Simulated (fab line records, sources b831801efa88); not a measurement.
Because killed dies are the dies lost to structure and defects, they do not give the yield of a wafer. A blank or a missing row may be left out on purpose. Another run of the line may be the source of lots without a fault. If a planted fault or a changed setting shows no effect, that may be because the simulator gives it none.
Which tool did it? + flow gf180mcu + 39 wafers from 13 lots sampled at 3 of the route's 602 steps

== WHAT THE GAUGES SHOWED, per wafer ==
GF_HV_LDD_OVL_MEAS_08.
| lot  | measured     | on         | HV_LDD_OVL (nm) |
|------|--------------|------------|-----------------|
| L506 | day 10 00:42 | overlay-01 | -1.6 -0.7 -0.2  |
| L509 | day 10 22:03 | overlay-01 | -0.7 -0.4 -0.6  |
| L510 | day 11 08:12 | overlay-01 | -1.4 -2.6 -1.4  |
| L511 | day 11 18:23 | overlay-02 | -1.3 -0.5 -1.6  |
| L512 | day 12 00:13 | overlay-02 | -2.1 0.2 -1.0   |
| L513 | day 12 07:43 | overlay-02 | 0.1 -0.3 -0.6   |
| L514 | day 13 00:49 | overlay-02 | 0.5 0.9 0.4     |
| L515 | day 13 07:25 | overlay-01 | -3.0 1.2 -0.2   |
| L522 | day 15 02:10 | overlay-02 | -0.2 -1.6 -1.7  |
| L526 | day 16 03:36 | overlay-01 | -0.4 -0.5 -1.9  |
| L527 | day 16 12:42 | overlay-01 | -1.2 0.3 0.1    |
| L528 | day 16 16:41 | overlay-01 | 0.0 -0.9 -2.0   |
| L529 | day 17 00:25 | overlay-02 | -2.6 -1.5 -1.6  |

== WHICH TOOL RAN EACH LOT (tool, then ch and the chambers of the sampled wafers, then the start) ==
| lot  | GF_VT_IMPLANT_COAT_02            | GF_VT_IMPLANT_STRIP_09              |
|------|----------------------------------|-------------------------------------|
| L506 | lithoTrack-01 ch 0, day 5 08:22  | plasmaAsher-02 ch 0,1, day 5 15:44  |
| L509 | lithoTrack-04 ch 0, day 6 00:56  | plasmaAsher-04 ch 0,1, day 6 09:34  |
| L510 | lithoTrack-04 ch 0, day 6 06:56  | plasmaAsher-02 ch 0,1, day 6 14:40  |
| L511 | lithoTrack-04 ch 0, day 6 13:37  | plasmaAsher-02 ch 0,1, day 6 21:25  |
| L512 | lithoTrack-03 ch 0, day 6 19:55  | plasmaAsher-04 ch 0,1, day 7 04:01  |
| L513 | lithoTrack-04 ch 0, day 7 02:17  | plasmaAsher-01 ch 0,1, day 7 10:19  |
| L514 | lithoTrack-01 ch 0, day 7 14:34  | plasmaAsher-01 ch 0,1, day 7 23:04  |
| L515 | lithoTrack-04 ch 0, day 7 21:59  | plasmaAsher-04 ch 0,1, day 8 06:14  |
| L522 | lithoTrack-03 ch 0, day 9 09:17  | plasmaAsher-04 ch 0,1, day 9 18:10  |
| L526 | lithoTrack-01 ch 0, day 10 08:25 | plasmaAsher-02 ch 0,1, day 10 17:32 |
| L527 | lithoTrack-01 ch 0, day 10 14:29 | plasmaAsher-02 ch 0,1, day 10 23:41 |
| L528 | lithoTrack-01 ch 0, day 10 22:19 | plasmaAsher-02 ch 0,1, day 11 07:20 |
| L529 | lithoTrack-04 ch 0, day 11 03:32 | plasmaAsher-02 ch 0,1, day 11 12:46 |
- GF_VT_IMPLANT_COAT_02: resist thk 1000 nm.
- GF_VT_IMPLANT_STRIP_09: strips in O2/N2.

== AS READ BY THE TOOLS THEMSELVES (means over the sampled wafers that have a number; for cases with no such wafer, the mark the record gives instead) ==
GF_VT_IMPLANT_STRIP_09.
| lot  | tool           | drypumpMotorCurrentA (A) | heaterPowerW (W) | o2FlowSccm (sccm) | oesProductAu (a.u.) | stripTimeToEndpointS (s) |
|------|----------------|--------------------------|------------------|-------------------|---------------------|--------------------------|
| L506 | plasmaAsher-02 | 5.5                      | 331              | 2992              | 0.713               | 12.60                    |
| L509 | plasmaAsher-04 | 5.5                      | 299              | 2997              | 0.717               | 12.70                    |
| L510 | plasmaAsher-02 | 5.5                      | 335              | 3002              | 0.713               | 12.66                    |
| L511 | plasmaAsher-02 | 5.3                      | 326              | 3008              | 0.720               | 12.63                    |
| L512 | plasmaAsher-04 | 6.0                      | 320              | 3004              | 0.719               | 12.66                    |
| L513 | plasmaAsher-01 | 5.3                      | 336              | 3003              | 0.711               | 12.03                    |
| L514 | plasmaAsher-01 | 5.7                      | 342              | 3006              | 0.720               | 12.61                    |
| L515 | plasmaAsher-04 | 5.5                      | 293              | 3004              | 0.718               | 11.99                    |
| L522 | plasmaAsher-04 | 6.0                      | 320              | 2996              | 0.720               | 12.64                    |
| L526 | plasmaAsher-02 | 5.4                      | 326              | 2998              | 0.716               | 12.59                    |
| L527 | plasmaAsher-02 | 5.3                      | 320              | 2995              | 0.715               | 12.60                    |
| L528 | plasmaAsher-02 | 5.3                      | 322              | 3005              | 0.714               | 12.60                    |
| L529 | plasmaAsher-02 | 5.3                      | 324              | 2997              | 0.718               | 12.60                    |

== THE ANSWER, worked out from the rows above alone ==
Rule: the lots themselves supply what counts as usual. The widest of any qualifying gaps counts: lots, ordered by their means at a reading, are off when they make up no more than a third of the lots, leave a main group of 4 or more, and stand apart from it by 3 or more times the standard deviation of that group's means. The tables above print the reading to a certain number of digits; a main group whose means all agree to those digits is not used. A lot without any number at a reading at which 4 lots or more have one is off too. All remaining lots with rows at the step are treated as sound. Order of review: gauges by route order, followed by the tools' own readings, for which a lot's mean as printed above is used. At the first step where some lot is off, the reading lying furthest off is the one used; lots without a number count as furthest.
Off, at GF_VT_IMPLANT_STRIP_09 on stripTimeToEndpointS: L513, L515. The main group has a mean of 12.63 s with a standard deviation of 0.033.
If a tool, at that step or one of the process steps before it, ran each lot that is off and ran no sound lot following the first of them, it fits. None of those tried fits.

== WHAT HAD BEEN PUT IN BY THE SIMULATOR ==
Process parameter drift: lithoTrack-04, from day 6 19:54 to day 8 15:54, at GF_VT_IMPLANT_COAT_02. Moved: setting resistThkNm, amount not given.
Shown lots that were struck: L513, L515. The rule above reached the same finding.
